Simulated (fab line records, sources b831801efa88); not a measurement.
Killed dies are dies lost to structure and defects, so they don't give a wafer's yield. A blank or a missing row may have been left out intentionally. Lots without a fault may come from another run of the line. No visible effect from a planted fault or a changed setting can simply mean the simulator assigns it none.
fab line records	flow sky130
[record] lots = 7	wafers = 21	last_day = 50
route steps=708 shown VIA3@593 METAL4@598 CAP2M@603 PAD_OPEN@708
lots untouched by any fault: they come from a run of this same line in which no faults occurred
start_h: hours from the record's opening day to when the first of the lot's shown wafers began	wait_h: how many hours have passed since the lot's step before this one	" same as the row above	L1.1+2: a row that stands for several wafers	- no value present, or no start provided	* or withheld: withheld	< > ~ a bound
route shown NAME@n: NAME is a module with steps in the file, n the number in the route of the first one	usual: the fault-free wafers' mean and standard deviation	same: alike in all rows	chamber/n: place in a boat	sites: each site's reading	_std_site: the standard deviation of these	_edge_site: the outer-site mean with the inner-site mean subtracted	radius_mm: for every site, how far away it sits from the centre of the wafer	mask NAME#n: copy n	behind: the last tool/chamber to shape the wafer	hold: why the lot was held/for how many hours/how that ended	device: the transistor (n, p or np) that didn't switch	end of line: at the end of the route, the tests of the same wafers	a step with no rows: only its recipe	killed: dies that structure and defects cost at the first sort, which is not the same as the wafer's yield	map: a wafer's dies, x killed, . not, _ none there
set.NAME: the setting that was run; set.NAME@STEP: the one run at that earlier step	model.NAME: the simulator's own value behind a step, which no gauge read
lots at selected steps of the route; one table per step, one row per wafer
services: from which hour (start_h, from the record's first day; less than 0 if before it) a tool's chamber was out of use, for how many hours, and why
[[steps]]
[step SKY_VIA3_SPUTTER_20]
[recipe] material = TiN	target_thk_nm = 20	chamber_pressure_pa = 5	power_w = 4000	time_s = 80
[step SKY_VIA3_CVD_21]
[recipe] material = W	target_thk_nm = 390	time_s = 117.31	temp_c = 400	pressure_torr = 40
[step SKY_VIA3_RS_MEAS_22]
[recipe] thk_meas_gauge = four-point-probe	reads = W_of_VIA3_CVD_21+TiN_of_VIA3_SPUTTER_20
[usual] VIA3_W_RS = 0.293/0.0041
lot.wafer	tool	chamber	start_h	wait_h	VIA3_W_RS[ohm/sq]
L261.1	film_metro-02	-	931.24	0.1	0.287
L261.3	"	-	"	"	0.290
L261.5	"	-	"	"	0.290
L269.2	film_metro-02	-	1001.39	0.2	0.298
L269.4	"	-	"	"	0.297
L269.5	"	-	"	"	0.301
L273.1	film_metro-04	-	1027.35	0.1	0.294
L273.2	"	-	"	"	0.289
L273.3	"	-	"	"	0.292
L274.2	film_metro-02	-	1028.87	0.2	0.283
L274.4	"	-	"	"	0.285
L274.5	"	-	"	"	0.285
L275.3	film_metro-01	-	1037.74	0.1	0.290
L275.4	"	-	"	"	0.291
L275.6	"	-	"	"	0.292
L282.2	film_metro-01	-	1090.30	0.1	0.295
L282.3	"	-	"	"	0.287
L282.4	"	-	"	"	0.296
L280.2	film_metro-02	-	1093.65	0.1	0.293
L280.4	"	-	"	"	0.296
L280.6	"	-	"	"	0.299
[step SKY_VIA3_THK_MEAS_23]
[recipe] thk_meas_gauge = xrf	reads = W_of_VIA3_CVD_21
[usual] VIA3_W_THK = 398/7.7
lot.wafer	tool	chamber	start_h	wait_h	VIA3_W_THK[nm]
L261.1	film_metro-02	-	931.36	0.1	404
L261.3	"	-	"	"	399
L261.5	"	-	"	"	403
L269.2	film_metro-02	-	1001.50	0.1	393
L269.4	"	-	"	"	395
L269.5	"	-	"	"	388
L273.1	film_metro-04	-	1027.47	0.1	392
L273.2	"	-	"	"	400
L273.3	"	-	"	"	392
L274.2	film_metro-02	-	1028.98	0.1	412
L274.4	"	-	"	"	410
L274.5	"	-	"	"	410
L275.3	film_metro-01	-	1037.84	0.1	405
L275.4	"	-	"	"	401
L275.6	"	-	"	"	405
L282.2	film_metro-01	-	1090.41	0.1	393
L282.3	"	-	"	"	402
L282.4	"	-	"	"	393
L280.2	film_metro-02	-	1093.76	0.1	400
L280.4	"	-	"	"	397
L280.6	"	-	"	"	388
[step SKY_VIA3_CMP_24]
[recipe] stop_on = SiO2	t_overpolish_s = 20	down_force_psi = 3.5	platen_rpm = 60	target_thk_nm = 0	pad_velocity_m_s = 0.94248
[usual] motor_current_A = 11.4/1.2	overpolish_run_s = 20.000/0.0094	time_to_endpoint_s = 95/4
lot.wafer	tool	chamber	start_h	wait_h	motor_current_A	overpolish_run_s	time_to_endpoint_s
L261.1	cmp-02	3	931.42	0.1	10.9	19.995	99
L261.3	"	2	"	"	12.7	19.990	93
L261.5	"	3	"	"	11.4	20.010	97
L269.2	cmp-02	2	1001.55	0.0	12.6	20.017	90
L269.4	"	0	"	"	10.3	20.015	91
L269.5	"	2	"	"	14.2	19.995	91
L273.1	cmp-01	0	1027.53	0.1	12.7	20.015	90
L273.2	"	1	"	"	11.8	19.996	96
L273.3	"	2	"	"	11.4	20.000	96
L274.2	cmp-02	1	1029.08	0.1	9.5	19.997	104
L274.4	"	2	"	"	14.1	20.012	97
L274.5	"	1	"	"	9.8	20.006	106
L275.3	cmp-01	0	1040.15	2.3	12.1	20.004	95
L275.4	"	2	"	"	11.2	19.993	97
L275.6	"	3	"	"	11.1	19.991	99
L282.3	cmp-02	1	1090.46	0.0	9.5	19.998	96
L282.4	"	2	"	"	13.5	19.995	92
L282.2	"	3	"	"	11.3	20.004	93
L280.2	cmp-01	0	1093.81	0.0	12.5	20.003	91
L280.4	"	1	"	"	11.9	20.000	101
L280.6	"	0	"	"	12.2	20.003	88
[step SKY_METAL4_SPUTTER_00]
[recipe] material = Ti	target_thk_nm = 15	power_w = 3000	time_s = 10	chamber_pressure_pa = 0.4
[usual] throttle_valve_pct = 30.7/0.99
lot.wafer	tool	chamber	start_h	wait_h	throttle_valve_pct
L261.1	pvd_sputter-01	-	931.72	0.2	29.9
L261.3	"	-	"	"	31.1
L261.5	"	-	"	"	31.2
L269.2	pvd_sputter-03	-	1001.85	0.2	28.9
L269.4	"	-	"	"	32.1
L269.5	"	-	"	"	31.1
L273.1	pvd_sputter-04	-	1027.83	0.2	29.4
L273.2	"	-	"	"	32.4
L273.3	"	-	"	"	30.3
L274.2	pvd_sputter-01	-	1029.33	0.2	30.6
L274.4	"	-	"	"	30.2
L274.5	"	-	"	"	31.5
L275.3	pvd_sputter-03	-	1040.40	0.2	31.9
L275.4	"	-	"	"	29.8
L275.6	"	-	"	"	32.0
L282.2	pvd_sputter-01	-	1090.76	0.1	31.1
L282.3	"	-	"	"	30.8
L282.4	"	-	"	"	30.8
L280.2	pvd_sputter-04	-	1094.11	0.2	30.5
L280.4	"	-	"	"	29.8
L280.6	"	-	"	"	30.9
[step SKY_METAL4_SPUTTER_01]
[recipe] material = TiN	target_thk_nm = 20	power_w = 6500	time_s = 16.7	chamber_pressure_pa = 0.4
[step SKY_METAL4_SPUTTER_02]
[recipe] material = AlCu	target_thk_nm = 735	power_w = 10600	time_s = 39.1	chamber_pressure_pa = 0.4
[usual] throttle_valve_pct = 30.7/1
lot.wafer	tool	chamber	start_h	wait_h	throttle_valve_pct
L261.1	pvd_sputter-01	-	931.76	0.0	30.1
L261.3	"	-	"	"	31.1
L261.5	"	-	"	"	31.4
L269.2	pvd_sputter-03	-	1001.90	0.0	28.9
L269.4	"	-	"	"	32.0
L269.5	"	-	"	"	31.0
L273.1	pvd_sputter-04	-	1027.88	0.0	29.2
L273.2	"	-	"	"	32.3
L273.3	"	-	"	"	30.7
L274.2	pvd_sputter-01	-	1029.38	0.0	31.2
L274.4	"	-	"	"	29.8
L274.5	"	-	"	"	31.0
L275.3	pvd_sputter-03	-	1040.45	0.0	31.9
L275.4	"	-	"	"	29.7
L275.6	"	-	"	"	32.4
L282.2	pvd_sputter-01	-	1090.81	0.0	31.1
L282.3	"	-	"	"	31.0
L282.4	"	-	"	"	31.0
L280.2	pvd_sputter-04	-	1094.16	0.0	30.6
L280.4	"	-	"	"	29.5
L280.6	"	-	"	"	30.3
[step SKY_METAL4_SPUTTER_03]
[recipe] material = Ti	target_thk_nm = 5	power_w = 3000	time_s = 3.3	chamber_pressure_pa = 0.4
[usual] throttle_valve_pct = 30.7/0.99
lot.wafer	tool	chamber	start_h	wait_h	throttle_valve_pct
L261.1	pvd_sputter-01	-	931.80	0.0	30.1
L261.3	"	-	"	"	30.8
L261.5	"	-	"	"	31.1
L269.2	pvd_sputter-03	-	1001.93	0.0	28.7
L269.4	"	-	"	"	32.1
L269.5	"	-	"	"	31.1
L273.1	pvd_sputter-04	-	1027.92	0.0	29.4
L273.2	"	-	"	"	32.4
L273.3	"	-	"	"	30.9
L274.2	pvd_sputter-01	-	1029.42	0.0	31.1
L274.4	"	-	"	"	29.9
L274.5	"	-	"	"	31.3
L275.3	pvd_sputter-03	-	1040.49	0.0	31.9
L275.4	"	-	"	"	29.2
L275.6	"	-	"	"	32.0
L282.2	pvd_sputter-01	-	1090.85	0.0	31.3
L282.3	"	-	"	"	30.6
L282.4	"	-	"	"	30.8
L280.2	pvd_sputter-04	-	1094.19	0.0	30.6
L280.4	"	-	"	"	29.9
L280.6	"	-	"	"	30.8
[step SKY_METAL4_SPUTTER_04]
[recipe] material = TiN	target_thk_nm = 70	power_w = 6500	time_s = 58.3	chamber_pressure_pa = 0.4
[usual] throttle_valve_pct = 30.6/0.99
lot.wafer	tool	chamber	start_h	wait_h	throttle_valve_pct
L261.1	pvd_sputter-01	-	931.82	0.0	29.9
L261.3	"	-	"	"	30.9
L261.5	"	-	"	"	31.0
L269.2	pvd_sputter-03	-	1001.95	0.0	28.9
L269.4	"	-	"	"	31.9
L269.5	"	-	"	"	31.0
L273.1	pvd_sputter-04	-	1027.94	0.0	29.5
L273.2	"	-	"	"	32.3
L273.3	"	-	"	"	30.5
L274.2	pvd_sputter-01	-	1029.44	0.0	30.8
L274.4	"	-	"	"	29.6
L274.5	"	-	"	"	31.3
L275.3	pvd_sputter-03	-	1040.50	0.0	32.3
L275.4	"	-	"	"	29.4
L275.6	"	-	"	"	32.0
L282.2	pvd_sputter-01	-	1090.86	0.0	31.5
L282.3	"	-	"	"	31.1
L282.4	"	-	"	"	31.0
L280.2	pvd_sputter-04	-	1094.21	0.0	30.5
L280.4	"	-	"	"	29.6
L280.6	"	-	"	"	30.4
[step SKY_CAP2M_CVD_00]
[recipe] material = SiO2	target_thk_nm = 15.5	temp_c = 400	time_s = withheld	rf_w = 450
[step SKY_CAP2M_THK_MEAS_01]
[recipe] reads = SiO2_of_CAP2M_CVD_00
[usual] CAP2M_CVD_00_THK = 15.50/0.21
lot.wafer	tool	chamber	start_h	wait_h	CAP2M_CVD_00_THK[nm]
L261.1	film_metro-03	-	931.89	-	15.39
L261.3	"	-	"	"	15.09
L261.5	"	-	"	"	15.19
L269.2	film_metro-02	-	1002.03	-	15.13
L269.4	"	-	"	"	15.58
L269.5	"	-	"	"	15.51
L273.1	film_metro-02	-	1028.01	-	15.65
L273.2	"	-	"	"	15.16
L273.3	"	-	"	"	15.37
L274.2	film_metro-03	-	1029.52	-	15.55
L274.4	"	-	"	"	15.78
L274.5	"	-	"	"	15.40
L275.3	film_metro-02	-	1040.60	-	15.09
L275.4	"	-	"	"	15.56
L275.6	"	-	"	"	15.21
L282.2	film_metro-01	-	1090.94	-	15.04
L282.3	"	-	"	"	15.15
L282.4	"	-	"	"	15.32
L280.2	film_metro-01	-	1094.29	-	15.44
L280.4	"	-	"	"	15.58
L280.6	"	-	"	"	15.31
[step SKY_CAP2M_SPUTTER_02]
[recipe] material = TiN	target_thk_nm = 200	temp_c = 300	power_w = 6500	time_s = 166.7	chamber_pressure_pa = 0.4
[usual] substrate_temp_c = 300.00/0.2	throttle_valve_pct = 30.2/1.1
lot.wafer	tool	chamber	start_h	wait_h	substrate_temp_c	throttle_valve_pct
L261.1	pvd_sputter-02	-	931.95	0.1	300.33	28.0
L261.3	"	-	"	"	299.95	29.6
L261.5	"	-	"	"	299.98	31.2
L269.2	pvd_sputter-02	-	1002.08	0.0	299.99	31.3
L269.4	"	-	"	"	299.63	27.6
L269.5	"	-	"	"	300.09	31.3
L273.1	pvd_sputter-02	-	1028.07	0.1	300.06	29.7
L273.2	"	-	"	"	300.12	31.3
L273.3	"	-	"	"	299.93	28.0
L274.2	pvd_sputter-02	-	1029.57	0.0	300.10	30.0
L274.4	"	-	"	"	300.20	29.7
L274.5	"	-	"	"	300.27	28.0
L275.3	pvd_sputter-02	-	1040.64	0.0	300.12	27.9
L275.4	"	-	"	"	300.05	29.5
L275.6	"	-	"	"	299.97	28.1
L282.2	pvd_sputter-03	-	1090.99	0.0	300.05	29.7
L282.3	"	-	"	"	300.12	32.1
L282.4	"	-	"	"	299.96	28.6
L280.2	pvd_sputter-01	-	1094.34	0.0	299.98	30.9
L280.4	"	-	"	"	300.18	30.8
L280.6	"	-	"	"	300.02	30.8
[step SKY_CAP2M_RS_MEAS_03]
[recipe] thk_meas_gauge = four-point-probe	reads = TiN_of_CAP2M_SPUTTER_02
[usual] CAP2M_TIN_RS = 6.90/0.074
lot.wafer	tool	chamber	start_h	wait_h	CAP2M_TIN_RS[ohm/sq]
L261.1	film_metro-01	-	932.06	0.1	6.87
L261.3	"	-	"	"	6.89
L261.5	"	-	"	"	6.83
L269.2	film_metro-03	-	1002.21	0.1	6.83
L269.4	"	-	"	"	6.92
L269.5	"	-	"	"	6.87
L273.1	film_metro-01	-	1028.18	0.1	6.89
L273.2	"	-	"	"	6.80
L273.3	"	-	"	"	9.82
L274.2	film_metro-02	-	1029.70	0.1	6.95
L274.4	"	-	"	"	7.11
L274.5	"	-	"	"	9.84
L275.3	film_metro-01	-	1040.78	0.1	9.73
L275.4	"	-	"	"	6.92
L275.6	"	-	"	"	9.68
L282.2	film_metro-03	-	1091.12	0.1	6.88
L282.3	"	-	"	"	6.98
L282.4	"	-	"	"	6.83
L280.2	film_metro-03	-	1094.47	0.1	6.97
L280.4	"	-	"	"	6.89
L280.6	"	-	"	"	6.96
[step SKY_CAP2M_THK_MEAS_04]
[recipe] thk_meas_gauge = xrf	reads = TiN_of_CAP2M_SPUTTER_02
[usual] CAP2M_TIN_THK = 199.8/2.1
lot.wafer	tool	chamber	start_h	wait_h	CAP2M_TIN_THK[nm]
L261.1	film_metro-01	-	932.18	0.1	199.3
L261.3	"	-	"	"	199.0
L261.5	"	-	"	"	201.1
L269.2	film_metro-03	-	1002.32	0.1	201.4
L269.4	"	-	"	"	199.2
L269.5	"	-	"	"	200.7
L273.1	film_metro-01	-	1028.30	0.1	198.1
L273.2	"	-	"	"	201.7
L273.3	"	-	"	"	156.7
L274.2	film_metro-02	-	1029.81	0.1	198.1
L274.4	"	-	"	"	194.1
L274.5	"	-	"	"	156.3
L275.3	film_metro-01	-	1040.88	0.1	159.3
L275.4	"	-	"	"	199.1
L275.6	"	-	"	"	158.8
L282.2	film_metro-03	-	1091.23	0.1	201.2
L282.3	"	-	"	"	197.7
L282.4	"	-	"	"	202.0
L280.2	film_metro-03	-	1094.58	0.1	198.9
L280.4	"	-	"	"	200.7
L280.6	"	-	"	"	198.3
[step SKY_CAP2M_DEHYDRATE_05]
[recipe] temp_c = 200	time_s = 60
[step SKY_CAP2M_HMDS_06]
[recipe] prime_time_s = 60	prime_temp_c = 120
[step SKY_CAP2M_COAT_07]
[recipe] resist = NOVOLAK	spin_rpm = 3000	resist_thk_nm = 1140
[step SKY_CAP2M_SOFTBAKE_08]
[recipe] temp_c = 90	time_s = 60	resist = NOVOLAK
[step SKY_CAP2M_EXPOSE_09]
[recipe] mask_id = CAP2M	na = 0.6	source_shape = conventional	sigma_outer = 0.6	polarization = unpolarized	target_cd_nm = 1000	dose_mj = 159
[step SKY_CAP2M_PEB_10]
[recipe] temp_c = withheld	time_s = *	resist = NOVOLAK
[step SKY_CAP2M_DEVELOP_11]
[recipe] resist = NOVOLAK	developer = TMAH	develop_time_s = 60	dev_temp_c = 23
[step SKY_CAP2M_OVL_MEAS_12]
[usual] CAP2M_OVL = -1.1/1.5
lot.wafer	tool	chamber	start_h	wait_h	CAP2M_OVL[nm]
L261.1	overlay-02	-	955.56	0.1	-1.7
L261.3	"	-	"	"	-1.9
L261.5	"	-	"	"	-2.3
L269.2	overlay-02	-	1025.37	0.1	0.6
L269.4	"	-	"	"	1.1
L269.5	"	-	"	"	1.2
L273.1	overlay-01	-	1048.71	0.1	-0.6
L273.2	"	-	"	"	-0.5
L273.3	"	-	"	"	-0.3
L274.2	overlay-01	-	1050.57	0.1	0.1
L274.4	"	-	"	"	0.3
L274.5	"	-	"	"	-1.2
L275.3	overlay-01	-	1060.74	0.1	-1.8
L275.4	"	-	"	"	-0.5
L275.6	"	-	"	"	-1.0
L282.2	overlay-01	-	1110.64	0.1	-2.1
L282.3	"	-	"	"	-0.4
L282.4	"	-	"	"	-0.2
L280.2	overlay-02	-	1113.97	0.1	-1.6
L280.4	"	-	"	"	-4.0
L280.6	"	-	"	"	-2.1
[step SKY_CAP2M_METAL_ETCH_13]
[recipe] target_depth_nm = 220	stop_on = SiO2	chemistry = Cl2/BCl3	target = TiN	pressure_mtorr = 10	icp_w = 900	bias_w = 48.5	Cl2_flow_sccm = 60	bcl3_flow_sccm = 30	time_s = 62.9
[usual] drypump_motor_current_A = 5.5/0.54	oes_product_au = 0.942/0.0078	throttle_valve_pct = 21.899/0.0099
lot.wafer	tool	chamber	start_h	wait_h	drypump_motor_current_A	oes_product_au	rf_hours_counter_h	throttle_valve_pct
L261.1	rie_metal-03	1	955.60	0.0	6.2	0.942	16	21.887
L261.3	"	0	"	"	5.1	0.942	-	21.913
L261.5	"	0	"	"	5.1	0.955	-	21.897
L269.2	rie_metal-04	1	1025.40	0.0	5.2	0.940	20	21.893
L269.4	"	1	"	"	5.2	0.943	-	21.890
L269.5	"	0	"	"	5.0	0.941	-	21.915
L273.1	rie_metal-04	0	1048.75	0.0	4.9	0.944	22	21.903
L273.2	"	1	"	"	5.2	0.948	0	21.879
L273.3	"	0	"	"	5.0	0.824	-	21.980
L274.2	rie_metal-04	1	1050.60	0.0	5.2	0.928	0	21.904
L274.4	"	1	"	"	5.2	0.917	-	21.917
L274.5	"	1	"	"	5.2	0.830	-	21.972
L275.3	rie_metal-04	1	1060.79	0.0	5.2	0.827	-	21.967
L275.4	"	0	"	"	4.9	0.941	-	21.895
L275.6	"	1	"	"	5.2	0.824	-	21.978
L282.2	rie_metal-03	1	1110.67	0.0	6.2	0.953	25	21.886
L282.3	"	0	"	"	5.1	0.937	-	21.904
L282.4	"	1	"	"	6.2	0.941	-	21.915
L280.2	rie_metal-04	1	1114.03	0.0	5.2	0.938	-	21.911
L280.4	"	1	"	"	5.2	0.942	-	21.896
L280.6	"	1	"	"	5.2	0.937	-	21.891
[step SKY_CAP2M_STRIP_14]
[recipe] chemistry = O2/N2	power_w = 1400	pressure_mtorr = 1500	platen_temp_c = withheld	o2_flow_sccm = 3000	n2_flow_sccm = 300	overash_fraction = 0.5
[step SKY_PAD_OPEN_PROBE_99]
[usual] defect_limited_yield = 82.6/1.9	killed_at_M0_to_M3 = 43/7.3	killed_at_M4_up = 3.0/2	killed_at_contacts = 24/5.2	killed_at_front_end = 15/4.4	killed_at_other = 0.2/0.48	killed_dies = 86/9.1	killed_open = 47/7.3	killed_short = 38/6.4	sort_bin_3_pad_short = 0.8/0.38	sort_bin_5_function = 10.5/1.4	sort_bin_6_memory = 6.1/1.1	sort_n_pass = 406/9.1	sort_yield_pct = 82.6/1.9
[same] gross_dies = 492	killed_at_back_side = 0	sort_bin_4_leakage[%] = 0	sort_bin_8_speed[%] = 0
lot.wafer	tool	chamber	start_h	wait_h	defect_limited_yield[%]	killed_at_M0_to_M3	killed_at_M4_up	killed_at_contacts	killed_at_front_end	killed_at_other	killed_dies	killed_open	killed_short	sort_bin_3_pad_short[%]	sort_bin_5_function[%]	sort_bin_6_memory[%]	sort_n_pass	sort_yield_pct[%]
L275.3	prober-02	-	1164.19	0.2	84.1	34	3	16	24	1	78	41	36	1.2	9.3	5.3	414	84.1
L275.6	prober-02	-	1164.34	0.2	83.7	41	1	17	20	1	80	47	31	0.6	9.8	5.9	412	83.7
// killed by level:class
L275.3 POLY_GATE:geometric_particle:open=7 POLY_GATE:geometric_particle:short=6 VIA3:geometric_particle:open=6 FIELD_ISO:geometric_particle:open=5 LI_CONTACT:geometric_particle:open=5 VIA1:geometric_particle:open=5 VIA2:geometric_particle:open=5 LOCAL_INTERCONNECT:geometric_particle:short=4
L275.6 VIA3:geometric_particle:open=11 FIELD_ISO:geometric_particle:open=7 LI_CONTACT:geometric_particle:open=7 VIA1:geometric_particle:open=7 FIELD_ISO:geometric_particle:short=6 CONTACT:geometric_particle:open=6 VIA2:geometric_particle:open=6 VIA3:geometric_particle:short=5
[[services]]
tool	chamber	start_h	hours	kind
cmp-01	-	911.60	1.1	repair
pvd_sputter-02	-	917.59	2.4	repair
rie_metal-03	-	925.46	0.2	repair
pvd_sputter-04	-	929.95	3.3	repair
pvd_sputter-01	-	932.81	21.8	repair
cmp-01	-	937.63	3.0	pm
rie_metal-04	1	937.84	4.0	repair
cmp-01	-	938.76	2.1	repair
pvd_sputter-01	-	939.83	9.2	repair
cmp-01	-	940.89	4.0	pm
rie_metal-04	-	943.20	1.4	pm
cmp-01	-	962.84	2.2	repair
cmp-02	-	976.44	0.5	repair
cmp-02	-	1007.81	5.9	pm
pvd_sputter-02	-	1020.58	1.4	repair
cmp-01	-	1027.87	0.6	repair
pvd_sputter-01	-	1032.25	1.9	repair
cmp-02	-	1037.68	2.7	repair
cmp-02	-	1059.04	1.5	repair
pvd_sputter-02	-	1059.43	1.3	repair
pvd_sputter-04	-	1066.95	3.3	repair
cmp-02	-	1067.79	4.0	pm
cmp-02	-	1068.87	0.7	repair
pvd_sputter-01	-	1112.71	2.2	repair
[[key]]
[first_sign] step = SKY_CAP2M_RS_MEAS_03	reading = CAP2M_TIN_RS	direction = up	sigmas = 39	usual = 6.90	struck = 9.77
[effect] step = SKY_CAP2M_THK_MEAS_04	reading = CAP2M_TIN_THK	direction = down	sigmas = 20	usual = 199.8	struck = 157.8
[effect] step = SKY_CAP2M_METAL_ETCH_13	reading = oes_product_au	direction = down	sigmas = 15	usual = 0.942	struck = 0.826
met_at SKY_CAP2M_SPUTTER_02
struck_wafers L273.3,L274.5,L275.3,L275.6
onset_between 1002.08 1028.07
[fault] kind = site_profile_drift	tool = pvd_sputter-02	chamber = -	onset_h = 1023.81	steps = SKY_CAP2M_SPUTTER_02	basis = fraction	max_abs_drift = 0.47521	slope_share_per_hr = 105.6	site_pattern = 0,0,0,0,0,-1,-1,-1,-1	scope = struck_wafers_only
